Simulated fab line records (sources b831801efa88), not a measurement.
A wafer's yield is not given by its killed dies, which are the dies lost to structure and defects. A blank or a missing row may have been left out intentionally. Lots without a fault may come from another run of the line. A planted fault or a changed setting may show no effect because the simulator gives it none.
fab line records	flow gf180mcu	part 1 of 2: steps 1 to 31 of 43
record: lots: 5	wafers: 15	last-day: 32
route steps=602 shown MVPSD@81 VT_IMPLANT@90
lots that met no fault: taken from a fault-free run of the same line
start-h: hours from the record's opening day to when the first of the lot's shown wafers began	wait-h: time in hours since the lot's previous step	" identical to the entry in the row above	L1.1+2: a row that stands for several wafers	- either no value or no given start	* or withheld: withheld	< > ~ a bound
route shown NAME@n: a module of which the file shows steps, and the number in the route of the first	usual: mean and standard deviation over wafers with no fault	same: alike in all rows	chamber/n: place in a boat	sites: readings site by site	_std_site: standard deviation across them	_edge_site: the outer-site mean with the inner-site mean subtracted	radius-mm: for every site, how far away it sits from the centre of the wafer	mask NAME#n: copy n	behind: the tool/chamber that last shaped the wafer	hold: reason for holding the lot/hours on hold/outcome of the hold	device: the transistor (n, p or np) that didn't switch	end of line: the same wafers' tests at the end of the route	a step with no rows: only its recipe	killed: the dies lost at the first sort to structure and to defects; this is not the yield of the wafer	map: a wafer's dies, marking killed ones x, the rest . and places with no die _
set.NAME: the setting the step ran with; set.NAME@STEP: the setting that earlier step ran with	model.NAME: the simulator's own value behind a step, which no gauge read
a table for each step, a row for each wafer; lots at some steps of the route
services: when a tool's chamber went out of use (start-h, in hours from the record's first day, below 0 if earlier), for how many hours, and the reason
== steps ==
step: GF_MVPSD_SOFTBAKE_03
recipe: temp-c: 110	time-s: withheld
lot.wafer	tool	chamber	start-h	wait-h
L074.1+4+6	litho-track-02	0	90.07	0.1
L078.1+4+5	litho-track-02	0	114.07	0.1
L082.1+2+5	litho-track-02	0	139.16	0.1
L084.2+5+6	litho-track-03	0	147.36	0.1
L089.1+3+6	litho-track-01	0	178.23	0.1
step: GF_MVPSD_EXPOSE_04
recipe: mask-id: MVPSD	target-cd-nm: 1000	na: 0.6	source-shape: conventional	sigma-outer: 0.6	dose-mj: 260
usual: stage-vel-mm-s: 499.94/0.26
lot.wafer	tool	chamber	start-h	wait-h	mask	stage-vel-mm-s
L074.1	iline-stepper-02	0	-	-	MVPSD#0	500.22
L074.4	"	0	"	"	MVPSD#0	500.05
L074.6	"	0	"	"	MVPSD#0	500.09
L078.1	iline-stepper-01	0	-	-	MVPSD#0	500.05
L078.4	"	0	"	"	MVPSD#0	499.70
L078.5	"	0	"	"	MVPSD#0	499.42
L082.1	iline-stepper-01	0	-	-	MVPSD#0	499.51
L082.2	"	0	"	"	MVPSD#0	499.39
L082.5	"	0	"	"	MVPSD#0	499.66
L084.2	iline-stepper-01	0	-	-	MVPSD#0	499.89
L084.5	"	0	"	"	MVPSD#0	500.29
L084.6	"	0	"	"	MVPSD#0	500.21
L089.1	iline-stepper-02	0	-	-	MVPSD#0	499.86
L089.3	"	0	"	"	MVPSD#0	500.09
L089.6	"	0	"	"	MVPSD#0	500.01
step: GF_MVPSD_PEB_05
recipe: temp-c: 115	time-s: withheld
lot.wafer	tool	chamber	start-h	wait-h
L074.1+4+6	litho-track-03	0	-	-
L078.1+4+5	litho-track-01	0	-	-
L082.1+2+5	litho-track-03	0	-	-
L084.2+5+6	litho-track-03	0	-	-
L089.1+3+6	litho-track-03	0	-	-
step: GF_MVPSD_DEVELOP_06
recipe: wall-angle-deg: 90	develop-time-s: 60	dev-temp-c: 23
lot.wafer	tool	chamber	start-h	wait-h
L074.1+4+6	litho-track-03	0	-	-
L078.1+4+5	litho-track-01	0	-	-
L082.1+2+5	litho-track-03	0	-	-
L084.2+5+6	litho-track-03	0	-	-
L089.1+3+6	litho-track-03	0	-	-
step: GF_MVPSD_OVL_MEAS_07
usual: MVPSD_OVL: -0.7/1.3
lot.wafer	tool	chamber	start-h	wait-h	MVPSD_OVL[nm]
L074.1	overlay-02	-	97.33	-	-2.0
L074.4	"	-	"	"	-2.4
L074.6	"	-	"	"	-3.6
L078.1	overlay-01	-	121.78	-	-0.5
L078.4	"	-	"	"	-0.4
L078.5	"	-	"	"	-2.1
L082.1	overlay-02	-	146.88	-	1.8
L082.2	"	-	"	"	0.2
L082.5	"	-	"	"	-2.5
L084.2	overlay-02	-	155.09	-	-1.5
L084.5	"	-	"	"	-1.1
L084.6	"	-	"	"	-2.4
L089.1	overlay-01	-	186.13	-	-1.4
L089.3	"	-	"	"	-0.2
L089.6	"	-	"	"	-2.6
step: GF_MVPSD_IMPLANT_08
recipe: species: B	energy-kev: 170	dose-cm2: 1.5e+13	tilt-deg: 0
lot.wafer	tool	chamber	start-h	wait-h
L074.1+4+6	implanter-03	0	97.37	0.0
L078.1+4+5	implanter-03	0	121.81	0.0
L082.1+2+5	implanter-04	0	146.92	0.0
L084.2+5+6	implanter-03	0	155.14	0.0
L089.1+3+6	implanter-04	0	186.17	0.0
step: GF_MVPSD_IMPLANT_09
recipe: species: B	energy-kev: 40	dose-cm2: 5e+12	tilt-deg: 0
lot.wafer	tool	chamber	start-h	wait-h
L074.1+4+6	implanter-03	0	97.52	0.1
L078.1+4+5	implanter-03	0	121.96	0.1
L082.1+2+5	implanter-04	0	147.07	0.1
L084.2+5+6	implanter-03	0	155.29	0.1
L089.1+3+6	implanter-04	0	186.32	0.1
step: GF_MVPSD_STRIP_10
recipe: chemistry: O2/N2	power-w: 1400	pressure-mtorr: 1500	platen-temp-c: 250	o2-flow-sccm: 3000	n2-flow-sccm: 300	overash-fraction: 0.5
usual: drypump-motor-current-A: 5.9/0.55	heater-power-w: 328/36	oes-product-au: 0.722/0.004	platen-temp-c: 250.01/0.2	strip-time-to-endpoint-s: 36.93/0.082
lot.wafer	tool	chamber	start-h	wait-h	drypump-motor-current-A	heater-power-w	oes-product-au	platen-temp-c	rf-hours-counter-h	strip-time-to-endpoint-s
L074.1	plasma-asher-03	0	97.67	0.1	5.3	344	0.723	250.14	43	36.87
L074.4	"	1	"	"	5.9	344	0.723	250.04	-	36.96
L074.6	"	0	"	"	5.3	339	0.721	249.56	-	36.91
L078.1	plasma-asher-04	0	122.11	0.1	6.7	343	0.713	250.04	46	36.93
L078.4	"	0	"	"	6.7	339	0.723	249.98	-	36.93
L078.5	"	1	"	"	5.3	315	0.717	250.20	-	36.95
L082.1	plasma-asher-04	1	147.22	0.1	5.2	312	0.718	250.24	49	36.98
L082.2	"	0	"	"	6.7	344	0.721	250.20	49	37.07
L082.5	"	0	"	"	6.7	326	0.716	250.01	-	37.09
L084.2	plasma-asher-01	0	155.42	0.1	6.6	248	0.729	250.30	38	36.82
L084.5	"	0	"	"	6.6	261	0.723	250.08	-	36.75
L084.6	"	1	"	"	5.8	369	0.727	250.00	-	36.71
L089.1	plasma-asher-03	0	186.47	0.1	5.3	335	0.722	250.09	51	37.01
L089.3	"	1	"	"	5.9	340	0.722	249.72	-	36.86
L089.6	"	1	"	"	5.9	349	0.724	249.87	-	36.97
step: GF_MVPSD_TW_MEAS_11
usual: MVPSD_TW: 547/4.6
lot.wafer	tool	chamber	start-h	wait-h	MVPSD_TW
L074.1	film-metro-03	-	97.77	0.1	544
L074.4	"	-	"	"	543
L074.6	"	-	"	"	545
L078.1	film-metro-01	-	122.21	0.1	551
L078.4	"	-	"	"	548
L078.5	"	-	"	"	548
L082.1	film-metro-01	-	147.32	0.1	552
L082.2	"	-	"	"	548
L082.5	"	-	"	"	551
L084.2	film-metro-01	-	155.53	0.1	548
L084.5	"	-	"	"	546
L084.6	"	-	"	"	546
L089.1	film-metro-03	-	186.57	0.1	541
L089.3	"	-	"	"	537
L089.6	"	-	"	"	540
step: GF_VT_IMPLANT_DEHYDRATE_00
recipe: temp-c: 200	time-s: 60
lot.wafer	tool	chamber	start-h	wait-h
L074.1+4+6	litho-track-04	0	104.36	6.6
L078.1+4+5	litho-track-02	0	128.71	6.5
L082.1+2+5	litho-track-02	0	154.31	7.0
L084.2+5+6	litho-track-02	0	163.04	7.5
L089.1+3+6	litho-track-02	0	194.26	7.7
step: GF_VT_IMPLANT_HMDS_01
recipe: prime-time-s: 60	prime-temp-c: 120
lot.wafer	tool	chamber	start-h	wait-h
L074.1+4+6	litho-track-04	0	104.51	0.1
L078.1+4+5	litho-track-02	0	128.86	0.1
L082.1+2+5	litho-track-02	0	154.46	0.1
L084.2+5+6	litho-track-02	0	163.19	0.1
L089.1+3+6	litho-track-02	0	194.41	0.1
step: GF_VT_IMPLANT_COAT_02
recipe: resist: NOVOLAK	spin-rpm: 3000	resist-thk-nm: 1000
lot.wafer	tool	chamber	start-h	wait-h
L074.1+4+6	litho-track-04	0	104.66	0.1
L078.1+4+5	litho-track-02	0	129.01	0.1
L082.1+2+5	litho-track-02	0	154.61	0.1
L084.2+5+6	litho-track-02	0	163.34	0.1
L089.1+3+6	litho-track-02	0	194.56	0.1
step: GF_VT_IMPLANT_SOFTBAKE_03
recipe: temp-c: 90	time-s: 61.9	resist: NOVOLAK
usual: plate-sensor-t-centre-C: 90.759/0.01	plate-sensor-t-edge-C: 90.830/0.0093	softbake-temp-c: 90.00/0.14
lot.wafer	tool	chamber	start-h	wait-h	plate-sensor-t-centre-C	plate-sensor-t-edge-C	softbake-temp-c
L074.1	litho-track-04	0	104.81	0.1	90.760	90.830	89.91
L074.4	"	0	"	"	90.763	90.823	89.74
L074.6	"	0	"	"	90.777	90.820	89.87
L078.1	litho-track-02	0	129.16	0.1	90.768	90.830	90.05
L078.4	"	0	"	"	90.759	90.817	89.92
L078.5	"	0	"	"	90.784	90.824	89.98
L082.1	litho-track-02	0	154.76	0.1	90.766	90.827	89.90
L082.2	"	0	"	"	90.763	90.826	89.82
L082.5	"	0	"	"	90.761	90.825	89.75
L084.2	litho-track-02	0	163.49	0.1	90.758	90.828	89.91
L084.5	"	0	"	"	90.767	90.824	89.91
L084.6	"	0	"	"	90.743	90.818	89.91
L089.1	litho-track-02	0	194.71	0.1	90.744	90.824	90.09
L089.3	"	0	"	"	90.757	90.823	90.20
L089.6	"	0	"	"	90.787	90.829	90.11
step: GF_VT_IMPLANT_EXPOSE_04
recipe: mask-id: LVPWELL_LV_AREA	target-cd-nm: 600	na: 0.6	source-shape: conventional	sigma-outer: 0.6	dose-mj: 140
usual: stage-vel-mm-s: 499.98/0.28
lot.wafer	tool	chamber	start-h	wait-h	mask	stage-vel-mm-s
L074.1	iline-stepper-02	0	-	-	LVPWELL_LV_AREA#0	499.51
L074.4	"	0	"	"	LVPWELL_LV_AREA#0	500.10
L074.6	"	0	"	"	LVPWELL_LV_AREA#0	499.94
L078.1	iline-stepper-01	0	-	-	LVPWELL_LV_AREA#0	499.93
L078.4	"	0	"	"	LVPWELL_LV_AREA#0	500.07
L078.5	"	0	"	"	LVPWELL_LV_AREA#0	499.97
L082.1	iline-stepper-02	0	-	-	LVPWELL_LV_AREA#0	499.91
L082.2	"	0	"	"	LVPWELL_LV_AREA#0	499.75
L082.5	"	0	"	"	LVPWELL_LV_AREA#0	499.98
L084.2	iline-stepper-02	0	-	-	LVPWELL_LV_AREA#0	500.09
L084.5	"	0	"	"	LVPWELL_LV_AREA#0	499.78
L084.6	"	0	"	"	LVPWELL_LV_AREA#0	500.15
L089.1	iline-stepper-02	0	-	-	LVPWELL_LV_AREA#0	499.53
L089.3	"	0	"	"	LVPWELL_LV_AREA#0	500.16
L089.6	"	0	"	"	LVPWELL_LV_AREA#0	499.77
step: GF_VT_IMPLANT_PEB_05
recipe: temp-c: withheld	time-s: *	resist: NOVOLAK
lot.wafer	tool	chamber	start-h	wait-h
L074.1+4+6	litho-track-03	0	-	-
L078.1+4+5	litho-track-03	0	-	-
L082.1+2+5	litho-track-03	0	-	-
L084.2+5+6	litho-track-02	0	-	-
L089.1+3+6	litho-track-02	0	-	-
step: GF_VT_IMPLANT_DEVELOP_06
recipe: develop-time-s: 60	dev-temp-c: 23
lot.wafer	tool	chamber	start-h	wait-h
L074.1+4+6	litho-track-03	0	111.83	0.1
L078.1+4+5	litho-track-03	0	136.73	0.1
L082.1+2+5	litho-track-03	0	162.98	0.1
L084.2+5+6	litho-track-02	0	171.59	0.1
L089.1+3+6	litho-track-02	0	203.26	0.1
step: GF_VT_IMPLANT_OVL_MEAS_07
usual: VT_IMPLANT_OVL: -0.3/1.2
lot.wafer	tool	chamber	start-h	wait-h	VT_IMPLANT_OVL[nm]
L074.1	overlay-02	-	111.98	0.1	-1.2
L074.4	"	-	"	"	-1.1
L074.6	"	-	"	"	-1.3
L078.1	overlay-01	-	136.88	0.1	-0.3
L078.4	"	-	"	"	-1.6
L078.5	"	-	"	"	0.0
L082.1	overlay-02	-	163.13	0.1	-0.8
L082.2	"	-	"	"	1.0
L082.5	"	-	"	"	-0.6
L084.2	overlay-02	-	171.72	0.1	0.8
L084.5	"	-	"	"	1.2
L084.6	"	-	"	"	-0.2
L089.1	overlay-02	-	203.41	0.1	1.3
L089.3	"	-	"	"	1.9
L089.6	"	-	"	"	1.3
step: GF_VT_IMPLANT_IMPLANT_08
recipe: species: BF2	energy-kev: 20	dose-cm2: 8.29e+12	tilt-deg: 7
lot.wafer	tool	chamber	start-h	wait-h
L074.1+4+6	implanter-01	0	112.02	0.0
L078.1+4+5	implanter-03	0	136.92	0.0
L082.1+2+5	implanter-03	0	163.17	0.0
L084.2+5+6	implanter-03	0	171.78	0.0
L089.1+3+6	implanter-02	0	203.45	0.0
step: GF_VT_IMPLANT_STRIP_09
recipe: chemistry: O2/N2	power-w: 1400	pressure-mtorr: 1500	platen-temp-c: 250	o2-flow-sccm: 3000	n2-flow-sccm: 300	overash-fraction: 0.5
usual: drypump-motor-current-A: 5.9/0.63	heater-power-w: 340/38	oes-product-au: 0.716/0.0048	platen-temp-c: 250.03/0.17	strip-time-to-endpoint-s: 12.609/0.03
lot.wafer	tool	chamber	start-h	wait-h	drypump-motor-current-A	heater-power-w	oes-product-au	platen-temp-c	rf-hours-counter-h	strip-time-to-endpoint-s
L074.1	plasma-asher-01	0	112.17	0.1	6.6	262	0.717	249.53	32	12.606
L074.4	"	1	"	"	5.8	366	0.714	250.24	-	12.620
L074.6	"	1	"	"	5.8	370	0.717	250.44	-	12.613
L078.1	plasma-asher-04	1	137.07	0.1	5.3	309	0.712	250.06	48	12.670
L078.4	"	0	"	"	6.7	337	0.716	249.99	-	12.640
L078.5	"	0	"	"	6.7	335	0.717	249.86	-	12.639
L082.1	plasma-asher-02	0	163.32	0.1	5.1	361	0.714	249.92	5	12.620
L082.2	"	1	"	"	6.2	379	0.721	249.89	5	12.581
L082.5	"	0	"	"	5.1	350	0.710	250.19	-	12.629
L084.2	plasma-asher-02	0	171.90	0.1	5.1	355	0.716	250.11	6	12.598
L084.5	"	0	"	"	5.1	353	0.723	250.15	-	12.635
L084.6	"	1	"	"	6.2	376	0.714	249.98	-	12.599
L089.1	plasma-asher-04	1	203.60	0.1	5.3	307	0.721	250.48	56	12.614
L089.3	"	1	"	"	5.3	303	0.719	249.87	-	12.570
L089.6	"	0	"	"	6.7	340	0.722	250.29	-	12.602
step: GF_VT_IMPLANT_TW_MEAS_10
usual: VT_IMPLANT_TW: 561.4/2.7
lot.wafer	tool	chamber	start-h	wait-h	VT_IMPLANT_TW
L074.1	film-metro-01	-	112.27	0.1	561.5
L074.4	"	-	"	"	561.5
L074.6	"	-	"	"	560.8
L078.1	film-metro-01	-	137.17	0.1	563.9
L078.4	"	-	"	"	562.7
L078.5	"	-	"	"	564.3
L082.1	film-metro-02	-	163.42	0.1	561.2
L082.2	"	-	"	"	562.0
L082.5	"	-	"	"	564.3
L084.2	film-metro-04	-	172.01	0.1	562.0
L084.5	"	-	"	"	557.9
L084.6	"	-	"	"	560.6
L089.1	film-metro-04	-	203.70	0.1	560.3
L089.3	"	-	"	"	561.5
L089.6	"	-	"	"	559.6
step: GF_VT_IMPLANT_DEHYDRATE_11
recipe: temp-c: 200	time-s: 60
lot.wafer	tool	chamber	start-h	wait-h
L074.1+4+6	litho-track-02	0	118.92	6.6
L078.1+4+5	litho-track-02	0	143.91	6.7
L082.1+2+5	litho-track-04	0	171.21	7.8
L084.2+5+6	litho-track-02	0	179.59	7.6
L089.1+3+6	litho-track-03	0	211.48	7.8
step: GF_VT_IMPLANT_HMDS_12
recipe: prime-time-s: 60	prime-temp-c: 120
lot.wafer	tool	chamber	start-h	wait-h
L074.1+4+6	litho-track-02	0	119.07	0.1
L078.1+4+5	litho-track-02	0	144.06	0.1
L082.1+2+5	litho-track-04	0	171.36	0.1
L084.2+5+6	litho-track-02	0	179.74	0.1
L089.1+3+6	litho-track-03	0	211.63	0.1
step: GF_VT_IMPLANT_COAT_13
recipe: resist: NOVOLAK	spin-rpm: 3000	resist-thk-nm: 1000
lot.wafer	tool	chamber	start-h	wait-h
L074.1+4+6	litho-track-02	0	119.22	0.1
L078.1+4+5	litho-track-02	0	144.21	0.1
L082.1+2+5	litho-track-04	0	171.51	0.1
L084.2+5+6	litho-track-02	0	179.89	0.1
L089.1+3+6	litho-track-03	0	211.78	0.1
step: GF_VT_IMPLANT_SOFTBAKE_14
recipe: temp-c: 90	time-s: 60	resist: NOVOLAK
lot.wafer	tool	chamber	start-h	wait-h
L074.1+4+6	litho-track-02	0	119.37	0.1
L078.1+4+5	litho-track-02	0	144.36	0.1
L082.1+2+5	litho-track-04	0	171.66	0.1
L084.2+5+6	litho-track-02	0	180.04	0.1
L089.1+3+6	litho-track-03	0	211.93	0.1
step: GF_VT_IMPLANT_EXPOSE_15
recipe: mask-id: Nwell_LV_AREA	target-cd-nm: 860	na: 0.6	source-shape: conventional	sigma-outer: 0.6	dose-mj: 140
usual: stage-vel-mm-s: 499.98/0.21
lot.wafer	tool	chamber	start-h	wait-h	mask	stage-vel-mm-s
L074.1	iline-stepper-02	0	-	-	Nwell_LV_AREA#0	500.43
L074.4	"	0	"	"	Nwell_LV_AREA#0	500.29
L074.6	"	0	"	"	Nwell_LV_AREA#0	499.98
L078.1	iline-stepper-02	0	-	-	Nwell_LV_AREA#0	499.81
L078.4	"	0	"	"	Nwell_LV_AREA#0	500.43
L078.5	"	0	"	"	Nwell_LV_AREA#0	499.84
L082.1	iline-stepper-02	0	-	-	Nwell_LV_AREA#0	499.96
L082.2	"	0	"	"	Nwell_LV_AREA#0	499.82
L082.5	"	0	"	"	Nwell_LV_AREA#0	499.52
L084.2	iline-stepper-01	0	-	-	Nwell_LV_AREA#0	500.07
L084.5	"	0	"	"	Nwell_LV_AREA#0	499.91
L084.6	"	0	"	"	Nwell_LV_AREA#0	499.98
L089.1	iline-stepper-02	0	-	-	Nwell_LV_AREA#0	499.85
L089.3	"	0	"	"	Nwell_LV_AREA#0	499.86
L089.6	"	0	"	"	Nwell_LV_AREA#0	499.72
step: GF_VT_IMPLANT_PEB_16
recipe: temp-c: withheld	time-s: *	resist: NOVOLAK
lot.wafer	tool	chamber	start-h	wait-h
L074.1+4+6	litho-track-02	0	-	-
L078.1+4+5	litho-track-04	0	-	-
L082.1+2+5	litho-track-04	0	-	-
L084.2+5+6	litho-track-03	0	-	-
L089.1+3+6	litho-track-03	0	-	-
step: GF_VT_IMPLANT_DEVELOP_17
recipe: develop-time-s: 60	dev-temp-c: 23
lot.wafer	tool	chamber	start-h	wait-h
L074.1+4+6	litho-track-02	0	126.16	0.1
L078.1+4+5	litho-track-04	0	151.91	0.1
L082.1+2+5	litho-track-04	0	179.56	0.1
L084.2+5+6	litho-track-03	0	187.51	0.1
L089.1+3+6	litho-track-03	0	220.63	0.1
step: GF_VT_IMPLANT_OVL_MEAS_18
usual: VT_IMPLANT_01_OVL: -0.5/1.3
lot.wafer	tool	chamber	start-h	wait-h	VT_IMPLANT_01_OVL[nm]
L074.1	overlay-01	-	126.31	0.1	-0.8
L074.4	"	-	"	"	0.1
L074.6	"	-	"	"	-0.4
L078.1	overlay-02	-	152.06	0.1	-1.7
L078.4	"	-	"	"	-0.8
L078.5	"	-	"	"	-1.1
L082.1	overlay-02	-	179.71	0.1	1.6
L082.2	"	-	"	"	-0.1
L082.5	"	-	"	"	-0.8
L084.2	overlay-01	-	187.64	0.1	-1.2
L084.5	"	-	"	"	-1.2
L084.6	"	-	"	"	-1.2
L089.1	overlay-01	-	220.78	0.1	-0.9
L089.3	"	-	"	"	-0.2
L089.6	"	-	"	"	-0.6
step: GF_VT_IMPLANT_IMPLANT_19
recipe: species: As	energy-kev: 100	dose-cm2: 4.35e+12	tilt-deg: 7
lot.wafer	tool	chamber	start-h	wait-h
L074.1+4+6	implanter-03	0	126.35	0.0
L078.1+4+5	implanter-03	0	152.09	0.0
L082.1+2+5	implanter-02	0	179.74	0.0
L084.2+5+6	implanter-03	0	187.69	0.0
L089.1+3+6	implanter-02	0	220.82	0.0
step: GF_VT_IMPLANT_STRIP_20
recipe: chemistry: O2/N2	power-w: 1400	pressure-mtorr: 1500	platen-temp-c: 250	o2-flow-sccm: 3000	n2-flow-sccm: 300	overash-fraction: 0.5
usual: drypump-motor-current-A: 5.9/0.64	heater-power-w: 334/39	oes-product-au: 0.716/0.0047	platen-temp-c: 249.98/0.2	strip-time-to-endpoint-s: 12.61/0.038
lot.wafer	tool	chamber	start-h	wait-h	drypump-motor-current-A	heater-power-w	oes-product-au	platen-temp-c	rf-hours-counter-h	strip-time-to-endpoint-s
L074.1	plasma-asher-01	0	126.50	0.1	6.6	257	0.719	249.80	34	12.65
L074.4	"	1	"	"	5.8	374	0.710	249.80	-	12.65
L074.6	"	0	"	"	6.6	263	0.717	250.00	-	12.64
L078.1	plasma-asher-04	0	152.24	0.1	6.7	340	0.711	250.01	50	12.61
L078.4	"	0	"	"	6.7	344	0.715	250.06	-	12.61
L078.5	"	0	"	"	6.7	336	0.717	250.07	-	12.60
L082.1	plasma-asher-04	0	179.89	0.1	6.7	339	0.719	250.26	53	12.62
L082.2	"	1	"	"	5.3	309	0.718	250.21	53	12.61
L082.5	"	1	"	"	5.3	306	0.717	250.06	-	12.58
L084.2	plasma-asher-02	1	187.82	0.1	6.3	379	0.712	250.25	8	12.60
L084.5	"	1	"	"	6.3	373	0.714	250.00	-	12.59
L084.6	"	0	"	"	5.1	353	0.714	249.95	-	12.61
L089.1	plasma-asher-04	0	220.97	0.1	6.7	333	0.717	250.04	58	12.59
L089.3	"	0	"	"	6.7	339	0.716	250.06	-	12.56
L089.6	"	0	"	"	6.6	331	0.721	250.11	-	12.58
step: GF_VT_IMPLANT_TW_MEAS_21
usual: VT_IMPLANT_2_TW: 1209/7.3
lot.wafer	tool	chamber	start-h	wait-h	VT_IMPLANT_2_TW
L074.1	film-metro-04	-	126.60	0.1	1203
L074.4	"	-	"	"	1201
L074.6	"	-	"	"	1208
L078.1	film-metro-02	-	152.34	0.1	1216
L078.4	"	-	"	"	1208
L078.5	"	-	"	"	1214
L082.1	film-metro-02	-	179.99	0.1	1210
L082.2	"	-	"	"	1218
L082.5	"	-	"	"	1211
L084.2	film-metro-02	-	187.93	0.1	1212
L084.5	"	-	"	"	1216
L084.6	"	-	"	"	1217
L089.1	film-metro-02	-	221.07	0.1	1218
L089.3	"	-	"	"	1215
L089.6	"	-	"	"	1223
